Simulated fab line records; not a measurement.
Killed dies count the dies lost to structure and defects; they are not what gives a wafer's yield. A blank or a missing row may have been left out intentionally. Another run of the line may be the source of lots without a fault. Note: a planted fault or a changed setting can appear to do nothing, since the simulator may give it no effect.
Which tool was responsible? || flow sfqLine || Sampling: 14 lots, 42 wafers, 3 of 325 route steps

== WHAT EACH GAUGE READ, for each wafer ==
No reading from a measuring or inspecting step in the record can be judged against a usual standard deviation.

== EACH LOT AND THE TOOL THAT RAN IT (in order: tool; ch and the chambers of the sampled wafers; start) ==
{"lot": "L121", "SFQ_TRILAYER_I3_CMP_CMP_082": "cmp-02 ch 0,2,3, day 38 00:39", "SFQ_TRILAYER_I3_METRO_MEASURE_083": "filmMetro-01, day 38 03:28", "SFQ_TRILAYER_I3_VIA_ETCH_VIA_ETCH_088": "rieDiel-03 ch 0,3, day 43 10:02"}
{"lot": "L122", "SFQ_TRILAYER_I3_CMP_CMP_082": "cmp-02 ch 0,2,3, day 38 03:09", "SFQ_TRILAYER_I3_METRO_MEASURE_083": "filmMetro-01, day 38 06:16", "SFQ_TRILAYER_I3_VIA_ETCH_VIA_ETCH_088": "rieDiel-04 ch 0,1,3, day 43 13:38"}
{"lot": "L123", "SFQ_TRILAYER_I3_CMP_CMP_082": "cmp-02 ch 1,2,3, day 38 12:09", "SFQ_TRILAYER_I3_METRO_MEASURE_083": "filmMetro-03, day 38 15:16", "SFQ_TRILAYER_I3_VIA_ETCH_VIA_ETCH_088": "rieDiel-02 ch 0,1,2, day 44 04:17"}
{"lot": "L124", "SFQ_TRILAYER_I3_CMP_CMP_082": "cmp-02 ch 1,2, day 38 15:39", "SFQ_TRILAYER_I3_METRO_MEASURE_083": "filmMetro-01, day 38 18:16", "SFQ_TRILAYER_I3_VIA_ETCH_VIA_ETCH_088": "rieDiel-03 ch 0,1,2, day 44 07:53"}
{"lot": "L125", "SFQ_TRILAYER_I3_CMP_CMP_082": "cmp-01 ch 0,1,2, day 38 22:05", "SFQ_TRILAYER_I3_METRO_MEASURE_083": "filmMetro-03, day 39 00:13", "SFQ_TRILAYER_I3_VIA_ETCH_VIA_ETCH_088": "rieDiel-02 ch 0,1,2, day 44 12:41"}
{"lot": "L127", "SFQ_TRILAYER_I3_CMP_CMP_082": "cmp-01 ch 0,1,3, day 39 19:35", "SFQ_TRILAYER_I3_METRO_MEASURE_083": "filmMetro-04, day 39 22:25", "SFQ_TRILAYER_I3_VIA_ETCH_VIA_ETCH_088": "rieDiel-04 ch 0,2,3, day 45 04:17"}
{"lot": "L129", "SFQ_TRILAYER_I3_CMP_CMP_082": "cmp-01 ch 0,1, day 40 19:05", "SFQ_TRILAYER_I3_METRO_MEASURE_083": "filmMetro-03, day 40 22:13", "SFQ_TRILAYER_I3_VIA_ETCH_VIA_ETCH_088": "rieDiel-02 ch 2,3, day 46 06:41"}
{"lot": "L130", "SFQ_TRILAYER_I3_CMP_CMP_082": "cmp-01 ch 0,2, day 41 01:05", "SFQ_TRILAYER_I3_METRO_MEASURE_083": "filmMetro-01, day 41 04:13", "SFQ_TRILAYER_I3_VIA_ETCH_VIA_ETCH_088": "rieDiel-02 ch 1,3, day 46 16:17"}
{"lot": "L131", "SFQ_TRILAYER_I3_CMP_CMP_082": "cmp-01 ch 0,1,3, day 42 02:07", "SFQ_TRILAYER_I3_METRO_MEASURE_083": "filmMetro-01, day 42 04:14", "SFQ_TRILAYER_I3_VIA_ETCH_VIA_ETCH_088": "rieDiel-04 ch 0,2,3, day 47 23:29"}
{"lot": "L132", "SFQ_TRILAYER_I3_CMP_CMP_082": "cmp-02 ch 0,1,3, day 42 04:09", "SFQ_TRILAYER_I3_METRO_MEASURE_083": "filmMetro-03, day 42 06:16", "SFQ_TRILAYER_I3_VIA_ETCH_VIA_ETCH_088": "rieDiel-02 ch 0,1, day 48 00:41"}
{"lot": "L137", "SFQ_TRILAYER_I3_CMP_CMP_082": "cmp-02 ch 1,2,3, day 43 06:08", "SFQ_TRILAYER_I3_METRO_MEASURE_083": "filmMetro-01, day 43 08:57", "SFQ_TRILAYER_I3_VIA_ETCH_VIA_ETCH_088": "rieDiel-02 ch 1,3, day 49 07:48"}
{"lot": "L138", "SFQ_TRILAYER_I3_CMP_CMP_082": "cmp-02 ch 0,1,2, day 43 08:38", "SFQ_TRILAYER_I3_METRO_MEASURE_083": "filmMetro-01, day 43 11:57", "SFQ_TRILAYER_I3_VIA_ETCH_VIA_ETCH_088": "rieDiel-03 ch 1,2,3, day 49 11:24"}
{"lot": "L143", "SFQ_TRILAYER_I3_CMP_CMP_082": "cmp-02 ch 1,2,3, day 44 06:43", "SFQ_TRILAYER_I3_METRO_MEASURE_083": "filmMetro-04, day 44 09:32", "SFQ_TRILAYER_I3_VIA_ETCH_VIA_ETCH_088": "rieDiel-04 ch 2,3, day 50 10:12"}
{"lot": "L144", "SFQ_TRILAYER_I3_CMP_CMP_082": "cmp-01 ch 1,2, day 45 17:42", "SFQ_TRILAYER_I3_METRO_MEASURE_083": "filmMetro-01, day 45 20:19", "SFQ_TRILAYER_I3_VIA_ETCH_VIA_ETCH_088": "rieDiel-02 ch 0,3, day 51 21:51"}
- SFQ_TRILAYER_I3_CMP_CMP_082: polishes SiO2.
- SFQ_TRILAYER_I3_METRO_MEASURE_083
- SFQ_TRILAYER_I3_VIA_ETCH_VIA_ETCH_088: etches SiO2 in CHF3, stops on Nb, target depth 260 nm.

== WHAT THE TOOLS THEMSELVES READ (means of the sampled wafers that have a number; where no wafer has one, the mark that the record gives instead) ==
SFQ_TRILAYER_I3_CMP_CMP_082. Usual: edgeZonePressureFrac 0.999, standard deviation 0.0053; headPressurePsi 3.000 psi, standard deviation 0.0061; motorCurrentA 10.4 A, standard deviation 1.2; timeToEndpointS 206 s, standard deviation 8.3.
{"lot": "L121", "tool": "cmp-02", "edgeZonePressureFrac": 0.999, "headPressurePsi (psi)": 3.000, "motorCurrentA (A)": 9.6, "timeToEndpointS (s)": 203, "flag": ""}
{"lot": "L122", "tool": "cmp-02", "edgeZonePressureFrac": 0.997, "headPressurePsi (psi)": 2.999, "motorCurrentA (A)": 9.9, "timeToEndpointS (s)": 199, "flag": ""}
{"lot": "L123", "tool": "cmp-02", "edgeZonePressureFrac": 0.997, "headPressurePsi (psi)": 3.001, "motorCurrentA (A)": 9.8, "timeToEndpointS (s)": 199, "flag": ""}
{"lot": "L124", "tool": "cmp-02", "edgeZonePressureFrac": 0.989, "headPressurePsi (psi)": 2.999, "motorCurrentA (A)": 9.2, "timeToEndpointS (s)": 206, "flag": ""}
{"lot": "L125", "tool": "cmp-01", "edgeZonePressureFrac": 0.998, "headPressurePsi (psi)": 2.997, "motorCurrentA (A)": 10.6, "timeToEndpointS (s)": 213, "flag": ""}
{"lot": "L127", "tool": "cmp-01", "edgeZonePressureFrac": 0.997, "headPressurePsi (psi)": 3.004, "motorCurrentA (A)": 10.7, "timeToEndpointS (s)": 222, "flag": ""}
{"lot": "L129", "tool": "cmp-01", "edgeZonePressureFrac": 0.998, "headPressurePsi (psi)": 3.005, "motorCurrentA (A)": 10.1, "timeToEndpointS (s)": 212, "flag": ""}
{"lot": "L130", "tool": "cmp-01", "edgeZonePressureFrac": 0.999, "headPressurePsi (psi)": 3.002, "motorCurrentA (A)": 11.6, "timeToEndpointS (s)": 211, "flag": ""}
{"lot": "L131", "tool": "cmp-01", "edgeZonePressureFrac": 1.002, "headPressurePsi (psi)": 2.994, "motorCurrentA (A)": 10.9, "timeToEndpointS (s)": 216, "flag": ""}
{"lot": "L132", "tool": "cmp-02", "edgeZonePressureFrac": 1.000, "headPressurePsi (psi)": 3.000, "motorCurrentA (A)": 10.3, "timeToEndpointS (s)": 201, "flag": ""}
{"lot": "L137", "tool": "cmp-02", "edgeZonePressureFrac": 1.003, "headPressurePsi (psi)": 3.007, "motorCurrentA (A)": 9.8, "timeToEndpointS (s)": 200, "flag": ""}
{"lot": "L138", "tool": "cmp-02", "edgeZonePressureFrac": 1.003, "headPressurePsi (psi)": 2.999, "motorCurrentA (A)": 9.1, "timeToEndpointS (s)": 197, "flag": ""}
{"lot": "L143", "tool": "cmp-02", "edgeZonePressureFrac": 1.000, "headPressurePsi (psi)": 2.996, "motorCurrentA (A)": 9.6, "timeToEndpointS (s)": 196, "flag": ""}
{"lot": "L144", "tool": "cmp-01", "edgeZonePressureFrac": 0.998, "headPressurePsi (psi)": 3.002, "motorCurrentA (A)": 10.8, "timeToEndpointS (s)": 212, "flag": ""}

SFQ_TRILAYER_I3_METRO_MEASURE_083. Usual: thkNm at 199.4 nm, with a standard deviation of 1.3.
{"lot": "L121", "tool": "filmMetro-01", "thkNm (nm)": 199.6, "flag": ""}
{"lot": "L122", "tool": "filmMetro-01", "thkNm (nm)": 197.8, "flag": ""}
{"lot": "L123", "tool": "filmMetro-03", "thkNm (nm)": 197.9, "flag": ""}
{"lot": "L124", "tool": "filmMetro-01", "thkNm (nm)": 198.3, "flag": ""}
{"lot": "L125", "tool": "filmMetro-03", "thkNm (nm)": 199.5, "flag": ""}
{"lot": "L127", "tool": "filmMetro-04", "thkNm (nm)": 200.7, "flag": ""}
{"lot": "L129", "tool": "filmMetro-03", "thkNm (nm)": 199.8, "flag": ""}
{"lot": "L130", "tool": "filmMetro-01", "thkNm (nm)": 193.0, "flag": "OFF"}
{"lot": "L131", "tool": "filmMetro-01", "thkNm (nm)": 193.3, "flag": "OFF"}
{"lot": "L132", "tool": "filmMetro-03", "thkNm (nm)": 199.0, "flag": ""}
{"lot": "L137", "tool": "filmMetro-01", "thkNm (nm)": 199.0, "flag": ""}
{"lot": "L138", "tool": "filmMetro-01", "thkNm (nm)": 199.2, "flag": ""}
{"lot": "L143", "tool": "filmMetro-04", "thkNm (nm)": 200.4, "flag": ""}
{"lot": "L144", "tool": "filmMetro-01", "thkNm (nm)": 200.2, "flag": ""}

SFQ_TRILAYER_I3_VIA_ETCH_VIA_ETCH_088. Usual: drypumpMotorCurrentA 5.9 A, standard deviation 0.42; oesProductAu 0.854 a.u., standard deviation 0.0052; rfFwdPowerW 498.2 W, standard deviation 1.6.
{"lot": "L121", "tool": "rieDiel-03", "drypumpMotorCurrentA (A)": 6.2, "oesProductAu (a.u.)": 0.853, "rfFwdPowerW (W)": 498.8, "flag": ""}
{"lot": "L122", "tool": "rieDiel-04", "drypumpMotorCurrentA (A)": 5.8, "oesProductAu (a.u.)": 0.852, "rfFwdPowerW (W)": 499.2, "flag": ""}
{"lot": "L123", "tool": "rieDiel-02", "drypumpMotorCurrentA (A)": 5.7, "oesProductAu (a.u.)": 0.848, "rfFwdPowerW (W)": 497.3, "flag": ""}
{"lot": "L124", "tool": "rieDiel-03", "drypumpMotorCurrentA (A)": 6.0, "oesProductAu (a.u.)": 0.850, "rfFwdPowerW (W)": 499.1, "flag": ""}
{"lot": "L125", "tool": "rieDiel-02", "drypumpMotorCurrentA (A)": 5.8, "oesProductAu (a.u.)": 0.854, "rfFwdPowerW (W)": 498.8, "flag": ""}
{"lot": "L127", "tool": "rieDiel-04", "drypumpMotorCurrentA (A)": 5.8, "oesProductAu (a.u.)": 0.855, "rfFwdPowerW (W)": 496.8, "flag": ""}
{"lot": "L129", "tool": "rieDiel-02", "drypumpMotorCurrentA (A)": 6.2, "oesProductAu (a.u.)": 0.855, "rfFwdPowerW (W)": 498.4, "flag": ""}
{"lot": "L130", "tool": "rieDiel-02", "drypumpMotorCurrentA (A)": 5.8, "oesProductAu (a.u.)": 0.834, "rfFwdPowerW (W)": 496.7, "flag": "OFF"}
{"lot": "L131", "tool": "rieDiel-04", "drypumpMotorCurrentA (A)": 5.8, "oesProductAu (a.u.)": 0.841, "rfFwdPowerW (W)": 497.6, "flag": ""}
{"lot": "L132", "tool": "rieDiel-02", "drypumpMotorCurrentA (A)": 5.5, "oesProductAu (a.u.)": 0.853, "rfFwdPowerW (W)": 498.4, "flag": ""}
{"lot": "L137", "tool": "rieDiel-02", "drypumpMotorCurrentA (A)": 5.8, "oesProductAu (a.u.)": 0.853, "rfFwdPowerW (W)": 497.3, "flag": ""}
{"lot": "L138", "tool": "rieDiel-03", "drypumpMotorCurrentA (A)": 5.7, "oesProductAu (a.u.)": 0.850, "rfFwdPowerW (W)": 497.8, "flag": ""}
{"lot": "L143", "tool": "rieDiel-04", "drypumpMotorCurrentA (A)": 5.8, "oesProductAu (a.u.)": 0.855, "rfFwdPowerW (W)": 498.3, "flag": ""}
{"lot": "L144", "tool": "rieDiel-02", "drypumpMotorCurrentA (A)": 5.8, "oesProductAu (a.u.)": 0.857, "rfFwdPowerW (W)": 497.8, "flag": ""}

== THE ANSWER, worked out from the rows above alone ==
Rule: a lot is off if the mean of its wafers that have a number lies more than 3 standard deviations from the usual mean. A lot without any number at a reading at which 4 lots or more have one is off too. The other lots that the step has rows for count as sound. After the gauges, taken in route order, come the tools' own readings; for these a lot's mean is taken, as printed above. At the first step where some lot is off, the reading lying furthest off is the one used; lots without a number count as furthest.
Off at SFQ_TRILAYER_I3_METRO_MEASURE_083 (thkNm): L130, L131.
If a tool, at that step or one of the process steps before it, ran each lot that is off and ran no sound lot following the first of them, it fits. None of those tried fits.

== WHAT HAD BEEN PUT IN BY THE SIMULATOR ==
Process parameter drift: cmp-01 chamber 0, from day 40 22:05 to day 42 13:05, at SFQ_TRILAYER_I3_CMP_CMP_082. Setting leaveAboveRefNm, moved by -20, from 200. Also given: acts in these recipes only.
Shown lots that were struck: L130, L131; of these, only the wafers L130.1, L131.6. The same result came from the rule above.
